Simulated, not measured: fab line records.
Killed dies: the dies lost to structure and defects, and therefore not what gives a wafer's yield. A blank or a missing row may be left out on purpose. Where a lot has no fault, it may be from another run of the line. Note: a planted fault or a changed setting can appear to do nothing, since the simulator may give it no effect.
2 desks, one fault | flow sky130 | each desk holds nothing but its own numbers, with what lay behind them at the end

DESK OF THE TOOL OWNER: furnace-02
The tool's own readings at SKY_GATE_OXIDE_OXIDATION_01 (stabilise 600 s, purge 300 s, target thk 10.268 nm): means of the sampled wafers that have a number, for each lot that ran on this tool. Any lot whose mean is over 4 standard deviations away from the usual mean is out of limits and marked OUT; that distance is given in the brackets.
Columns: A = spike tc bottom C at SKY_GATE_OXIDE_OXIDATION_01, usual 915.1 C; B = spike tc centre C at SKY_GATE_OXIDE_OXIDATION_01, usual 900.5 C; C = spike tc lower C at SKY_GATE_OXIDE_OXIDATION_01, usual 900.1 C; D = spike tc top C at SKY_GATE_OXIDE_OXIDATION_01, usual 911.8 C; E = spike tc upper C at SKY_GATE_OXIDE_OXIDATION_01, usual 899.9 C; F = tube center temp C at SKY_GATE_OXIDE_OXIDATION_01, usual 899.99 C; G = tube_center_temp_C_max at SKY_GATE_OXIDE_OXIDATION_01, usual 902.3
lot  | first seen here | A               | B               | C               | D               | E               | F                        | G
L705 | day 13 13:38    | 915.3           | 900.7           | 900.7           | 910.9           | 899.9           | 900.00                   | 902.2
L707 | day 13 23:38    | 916.4           | 900.0           | 900.8           | 911.4           | 899.3           | 899.97                   | 902.1
L709 | day 14 21:49    | 914.8           | 901.7           | 901.3           | 911.4           | 899.6           | 899.98                   | 902.2
L714 | day 16 18:06    | 886.0 (-19) OUT | 872.2 (-24) OUT | 870.6 (-27) OUT | 881.1 (-22) OUT | 869.8 (-27) OUT | 870.50 (-99 or more) OUT | 872.6 (-76) OUT
L716 | day 17 07:53    | 887.0 (-19) OUT | 870.9 (-25) OUT | 871.0 (-26) OUT | 883.0 (-21) OUT | 870.0 (-27) OUT | 870.44 (-99 or more) OUT | 873.1 (-75) OUT
L724 | day 19 21:55    | 916.0           | 901.5           | 900.7           | 910.2           | 900.2           | 899.97                   | 902.7
L725 | day 20 04:49    | 916.1           | 901.2           | 900.7           | 910.2           | 899.7           | 899.98                   | 902.6
This desk's verdict: out of limits on L714, L716, starting with L714 at day 16 18:06 (spike tc bottom C at SKY_GATE_OXIDE_OXIDATION_01). L705, L707, L709, L724, L725: within limits.

FROM THE METROLOGY DESK
What the gauges read for every lot (on any tool): the sampled wafers with a number, averaged. Any lot whose mean is over 4 standard deviations away from the usual mean is out of limits and marked OUT; that distance is given in the brackets.
Columns: A = cd nm at SKY_SONOS_TUNNEL_CD_MEAS_07, usual 410.0 nm; B = SONOS_ONO_OVL at SKY_SONOS_ONO_OVL_MEAS_14, usual -0.4 nm; C = GATE_OXIDE_OXIDATION_00_THK at SKY_GATE_OXIDE_THK_MEAS_02, usual 10.25 nm; D = GATE_OXIDE_TW at SKY_GATE_OXIDE_TW_MEAS_14, usual 226.0
lot  | first seen here | A     | B    | C              | D
L703 | day 11 07:32    | 411.2 | -0.4 | 10.37          | 227.8
L705 | day 12 04:03    | 412.3 | -0.8 | 9.98           | 227.4
L707 | day 12 14:28    | 409.0 | 0.9  | 10.25          | 227.6
L709 | day 13 12:21    | 412.2 | -1.2 | 10.28          | 220.7
L714 | day 15 05:37    | 409.7 | 1.2  | 7.05 (-16) OUT | 227.8
L716 | day 15 20:02    | 410.4 | 0.1  | 7.42 (-14) OUT | 226.3
L719 | day 16 17:46    | 408.6 | -1.6 | 10.04          | 228.5
L720 | day 17 04:01    | 409.8 | 1.5  | 9.91           | 227.9
L721 | day 17 04:59    | 407.4 | 0.4  | 10.17          | 222.3
L724 | day 18 05:54    | 410.5 | 2.6  | 10.60          | 225.3
L725 | day 18 15:26    | 409.6 | -2.6 | 10.18          | 225.3
L726 | day 19 10:28    | 411.8 | -1.8 | 10.18          | 227.9
This desk reports L714, L716 out of limits; the earliest was L714 at day 16 19:30 (GATE_OXIDE_OXIDATION_00_THK at SKY_GATE_OXIDE_THK_MEAS_02). L703, L705, L707, L709, L719, L720, L721, L724, L725, L726: within limits.

PUT TOGETHER
At day 16 18:06, on L714, L716, the tool owner's desk was in a position to raise an alarm.
An alarm was possible from the metrology desk at day 16 19:30, on L714, L716.
SKY_GATE_OXIDE_OXIDATION_01 was run on furnace-02 by each of the lots named.

WHAT THE SIMULATOR PUT IN
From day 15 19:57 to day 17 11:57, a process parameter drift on furnace-02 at SKY_GATE_OXIDE_OXIDATION_01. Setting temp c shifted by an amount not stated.
Shown lots that were struck: L714, L716.
Counting hours from when the fault started, the first reading out of limits came at 22 for the tool owner's desk and at 24 for the metrology desk.
